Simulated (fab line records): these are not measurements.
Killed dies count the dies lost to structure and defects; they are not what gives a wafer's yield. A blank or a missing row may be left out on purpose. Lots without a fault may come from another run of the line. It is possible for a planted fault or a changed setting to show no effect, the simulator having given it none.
fab line records | flow sky130
[record] lots = 13 wafers = 39 last-day = 50
route steps=708 shown VT_ADJUST_LVTN@115 RES_PROTECT@215 LDD_N@251 LOCAL_INTERCONNECT@400
lots untouched by any fault: they come from a run of this same line in which no faults occurred
start-h: hours from the record's first day to the start of the lot's first wafer shown | wait-h: time in hours since the lot's previous step | " identical to the entry in the row above | L1.1+2: a single row standing in for several wafers | - no value present, or no start provided | * or withheld: withheld | < > ~ a bound
route shown NAME@n: NAME is a module with steps in the file, n the number in the route of the first one | usual: average and standard deviation across the fault-free wafers | same: alike in all rows | chamber/n: place in a boat | sites: readings site by site | _std_site: the values' standard deviation | _edge_site: the outer-site mean with the inner-site mean subtracted | radius-mm: for every site, how far away it sits from the centre of the wafer | mask NAME#n: copy n | behind: the most recent tool/chamber to have shaped the wafer | hold: the reason the lot was held/the length of the hold in hours/how it ended | device: which transistor (n, p or np) failed to switch | end of line: at the end of the route, the tests of the same wafers | a step with no rows: only its recipe | killed: at the first sort, the dies lost to defects and structure; wafer yield is something else | map: the dies of a wafer, with x for killed, . for not killed, _ for no die there
set.NAME: the run value of the setting; set.NAME@STEP: its run value at that earlier step | model.NAME: the simulator's own value behind a step, which no gauge read
steps of the route over a sample of lots; a table a step, a row a wafer
services: when a tool's chamber went out of use (start-h, in hours from the record's first day, below 0 if earlier), for how many hours, and the reason
[[steps]]
[step SKY_VT_ADJUST_LVTN_OVL_MEAS_18]
[usual] VT_ADJUST_LVTN_01_OVL = -0.4/1.2
// columns lot.wafer tool chamber start-h wait-h VT_ADJUST_LVTN_01_OVL[nm]
L936.2 overlay-02 - 168.28 0.1 1.4
L936.3 " - " " 1.3
L936.5 " - " " 1.3
L937.3 overlay-02 - 172.63 0.1 -0.4
L937.5 " - " " -1.4
L937.6 " - " " 0.5
L939.1 overlay-02 - 188.13 0.1 -0.1
L939.2 " - " " -0.1
L939.5 " - " " -0.1
L940.2 overlay-02 - 192.38 0.1 0.5
L940.5 " - " " -1.9
L940.6 " - " " 0.3
L941.1 overlay-01 - 200.53 0.1 -1.8
L941.2 " - " " -2.4
L941.3 " - " " -2.6
L942.1 overlay-02 - 207.22 0.1 0.4
L942.5 " - " " -0.7
L942.6 " - " " 0.7
L943.1 overlay-02 - 209.53 0.1 -2.2
L943.3 " - " " -2.0
L943.4 " - " " -0.3
L945.4 overlay-01 - 231.04 0.1 -1.4
L945.5 " - " " -0.5
L945.6 " - " " -1.5
L946.3 overlay-01 - 243.33 0.1 -1.4
L946.4 " - " " -1.4
L946.5 " - " " -1.3
L947.1 overlay-02 - 251.17 0.1 -1.3
L947.4 " - " " -0.6
L947.5 " - " " -1.0
L952.2 overlay-02 - 283.47 0.1 3.4
L952.4 " - " " 3.9
L952.5 " - " " 1.5
L956.1 overlay-01 - 317.47 0.1 1.6
L956.3 " - " " -0.9
L956.6 " - " " -1.2
L958.1 overlay-02 - 323.18 0.1 -0.2
L958.4 " - " " -1.0
L958.5 " - " " 0.0
[step SKY_RES_PROTECT_TW_MEAS_08]
[usual] POLY_GATE_TW = 4017/31
// columns lot.wafer tool chamber start-h wait-h POLY_GATE_TW
L936.2 film-metro-02 - 348.23 0.1 4063
L936.3 " - " " 4047
L936.5 " - " " 4048
L937.3 film-metro-03 - 352.40 0.1 4038
L937.5 " - " " 4027
L937.6 " - " " 4026
L939.1 film-metro-03 - 378.67 0.1 4004
L939.2 " - " " 4032
L939.5 " - " " 4001
L940.2 film-metro-04 - 379.62 0.1 3991
L940.5 " - " " 3975
L940.6 " - " " 3998
L941.1 film-metro-03 - 390.41 0.1 4038
L941.2 " - " " 4042
L941.3 " - " " 4029
L942.1 film-metro-02 - 399.88 0.1 4080
L942.5 " - " " 4060
L942.6 " - " " 4069
L943.1 film-metro-02 - 401.78 0.1 4040
L943.3 " - " " 4054
L943.4 " - " " 4046
L945.4 film-metro-04 - 431.54 0.1 3964
L945.5 " - " " 3988
L945.6 " - " " 4000
L946.3 film-metro-04 - 447.70 0.1 3986
L946.4 " - " " 3961
L946.5 " - " " 3964
L947.1 film-metro-03 - 451.83 0.1 4048
L947.4 " - " " 4031
L947.5 " - " " 4036
L952.2 film-metro-04 - 493.47 0.1 3996
L952.4 " - " " 3987
L952.5 " - " " 3965
L956.1 film-metro-02 - 541.66 0.1 4039
L956.3 " - " " 4028
L956.6 " - " " 4010
L958.1 film-metro-03 - 542.56 0.1 4021
L958.4 " - " " 4023
L958.5 " - " " 4023
[step SKY_LDD_N_IMPLANT_14]
[recipe] species = BF2 energy-kev = 50 dose-cm2 = 5e+12 tilt-deg = 30 rotation-deg = 180
[usual] faraday-current-uA = 28.3/0.58
// columns lot.wafer tool chamber start-h wait-h faraday-current-uA
L936.2 implanter-01 0 412.18 0.1 28.1
L936.3 " 0 " " 27.3
L936.5 " 0 " " 28.5
L937.3 implanter-02 0 415.50 0.1 28.3
L937.5 " 0 " " 29.3
L937.6 " 0 " " 27.5
L939.1 implanter-04 0 442.80 0.1 28.2
L939.2 " 0 " " 27.3
L939.5 " 0 " " 28.5
L940.2 implanter-02 0 446.38 0.1 27.8
L940.5 " 0 " " 27.5
L940.6 " 0 " " 29.2
L941.1 implanter-04 0 455.49 0.1 27.5
L941.2 " 0 " " 27.8
L941.3 " 0 " " 28.2
L942.1 implanter-01 0 466.85 0.1 28.1
L942.5 " 0 " " 27.9
L942.6 " 0 " " 27.8
L943.1 implanter-02 0 467.75 0.1 29.4
L943.3 " 0 " " 27.9
L943.4 " 0 " " 28.6
L945.4 implanter-01 0 497.43 0.1 28.9
L945.5 " 0 " " 27.9
L945.6 " 0 " " 28.5
L946.3 implanter-04 0 514.00 0.1 28.3
L946.4 " 0 " " 28.1
L946.5 " 0 " " 28.5
L946.3 implanter-04 0 514.32 0.3 27.8
L946.4 " 0 " " 29.6
L946.5 " 0 " " 28.8
L947.1 implanter-02 0 517.30 0.1 28.7
L947.4 " 0 " " 29.5
L947.5 " 0 " " 28.1
L952.2 implanter-01 0 559.32 0.1 29.6
L952.4 " 0 " " 28.1
L952.5 " 0 " " 28.6
L952.2 implanter-01 0 559.63 0.3 27.6
L952.4 " 0 " " 27.1
L952.5 " 0 " " 27.5
L958.1 implanter-01 0 606.45 0.1 27.3
L958.4 " 0 " " 28.3
L958.5 " 0 " " 27.4
L956.1 implanter-02 0 606.69 0.1 28.6
L956.3 " 0 " " 28.9
L956.6 " 0 " " 28.9
[step SKY_LOCAL_INTERCONNECT_ETCH_13]
[recipe] chemistry = N2/H2 target = BARC ion-energy-ev = 200 bias-w = 100 pressure-mtorr = 30 n2-flow-sccm = 100 h2-flow-sccm = 200 icp-w = 500 stop-on = SiO2 time-s = 45.9 target-depth-a = 600
[usual] drypump-motor-current-A = 5.54/0.28 h2-flow-sccm = 200.0/0.55 n2-flow-sccm = 100.0/0.31 oes-product-au = 0.855/0.0044 throttle-valve-pct = 13.226/0.0081
// columns lot.wafer tool chamber start-h wait-h drypump-motor-current-A h2-flow-sccm n2-flow-sccm oes-product-au rf-hours-counter-h throttle-valve-pct
L936.2 rie-metal-04 0 714.36 0.0 5.85 200.4 100.1 0.855 2 13.226
L936.3 " 0 " " 5.84 200.3 100.1 0.857 - 13.238
L936.5 " 0 " " 5.85 200.1 100.4 0.853 - 13.215
L937.3 rie-metal-04 1 717.59 0.0 5.24 199.4 100.2 0.847 - 13.226
L937.5 " 1 " " 5.24 199.7 99.8 0.855 - 13.232
L937.6 " 0 " " 5.88 200.4 99.7 0.857 - 13.235
L939.1 rie-metal-01 1 744.07 0.0 5.67 199.3 100.2 0.861 7 13.226
L939.2 " 0 " " 5.63 200.0 100.2 0.858 6 13.214
L939.5 " 1 " " 5.66 199.9 100.1 0.858 - 13.232
L940.2 rie-metal-04 0 745.87 0.0 5.85 200.5 99.7 0.847 3 13.231
L940.5 " 1 " " 5.27 200.5 100.1 0.852 - 13.222
L940.6 " 0 " " 5.84 200.9 100.0 0.856 - 13.210
L941.1 rie-metal-02 1 751.81 0.0 5.82 199.4 100.1 0.850 14 13.234
L941.2 " 0 " " 5.28 199.9 99.8 0.847 4 13.223
L941.3 " 1 " " 5.81 200.0 99.6 0.850 - 13.219
L942.1 rie-metal-04 1 762.01 0.0 5.25 200.9 100.3 0.858 2 13.228
L942.5 " 1 " " 5.24 200.8 100.1 0.852 - 13.226
L942.6 " 0 " " 5.89 200.2 100.2 0.854 - 13.211
L943.1 rie-metal-04 0 763.27 0.0 5.86 200.8 99.7 0.859 3 13.224
L943.3 " 1 " " 5.23 199.9 100.2 0.855 - 13.228
L943.4 " 0 " " 5.86 200.3 99.7 0.853 - 13.225
L945.4 rie-metal-04 0 788.66 0.0 5.85 201.0 99.5 0.854 - 13.231
L945.5 " 1 " " 5.21 200.2 100.0 0.852 - 13.232
L945.6 " 0 " " 5.85 200.9 99.8 0.852 - 13.222
L946.3 rie-metal-04 1 801.10 0.0 5.24 200.8 100.3 0.859 - 13.228
L946.4 " 0 " " 5.84 200.6 100.1 0.859 - 13.227
L946.5 " 0 " " 5.85 200.5 99.9 0.858 - 13.232
L947.1 rie-metal-04 0 805.59 0.0 5.84 200.2 99.8 0.854 5 13.217
L947.4 " 1 " " 5.26 200.4 100.2 0.853 - 13.216
L947.5 " 1 " " 5.25 199.5 100.4 0.856 - 13.234
L952.2 rie-metal-01 1 842.21 0.0 5.66 199.3 100.0 0.861 10 13.225
L952.4 " 1 " " 5.65 199.2 99.8 0.851 - 13.224
L952.5 " 0 " " 5.64 200.0 99.9 0.860 - 13.227
L958.1 rie-metal-02 1 882.66 0.0 5.79 199.9 100.2 0.859 1 13.225
L958.4 " 1 " " 5.81 200.4 99.8 0.852 - 13.211
L958.5 " 1 " " 5.79 199.9 99.9 0.859 - 13.223
L956.1 rie-metal-04 0 886.81 0.0 5.88 199.9 99.9 0.858 9 13.235
L956.3 " 0 " " 5.85 199.9 99.5 0.854 - 13.220
L956.6 " 1 " " 5.21 199.7 99.9 0.857 - 13.224
[[services]]
// columns tool chamber start-h hours kind
implanter-04 - 411.31 5.5 repair
implanter-01 - 421.14 3.7 repair
implanter-01 - 469.80 2.2 repair
implanter-02 - 472.25 4.7 repair
implanter-02 - 479.76 3.3 pm
rie-metal-04 - 502.01 0.2 repair
implanter-04 - 504.85 3.1 repair
implanter-01 - 515.46 3.9 repair
implanter-04 - 549.85 1.4 repair
implanter-04 - 555.72 1.2 repair
rie-metal-04 - 563.84 15.6 pm
implanter-04 - 597.13 3.2 pm
implanter-04 - 614.11 2.9 repair
implanter-02 - 659.96 0.5 repair
implanter-01 - 676.35 4.5 pm
implanter-02 - 703.22 7.8 repair
implanter-02 - 708.07 1.5 repair
implanter-01 - 740.97 1.8 repair
implanter-01 - 743.55 6.0 pm
implanter-02 - 774.40 1.8 repair
implanter-02 - 791.97 3.3 repair
implanter-02 - 796.92 1.4 repair
implanter-01 - 799.20 3.9 pm
rie-metal-04 - 827.30 1.4 pm
[[key]]
[first-sign] step = SKY_LDD_N_IMPLANT_14 reading = visit direction = added
effect none on later readings
met-at SKY_LDD_N_IMPLANT_14
struck-lots L946,L952
tester-left-out L946,L952
not-acting-at SKY_VT_ADJUST_LVTN_OVL_MEAS_18,SKY_RES_PROTECT_TW_MEAS_08,SKY_LOCAL_INTERCONNECT_ETCH_13
[fault] kind = repeated-step-whole tool = implanter-01,implanter-02,implanter-04 chamber = - onset-h = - steps = SKY_LDD_N_IMPLANT_14 times = 1 scope = struck-lots-only
// tester-left-out: of these lots the tester's yield and bins aren't shown, on N5 and GAA mostly nor the transistor test; their killed dies are dies lost to structure and defects alone, not to doping, threshold or leakage, so they don't give the yield
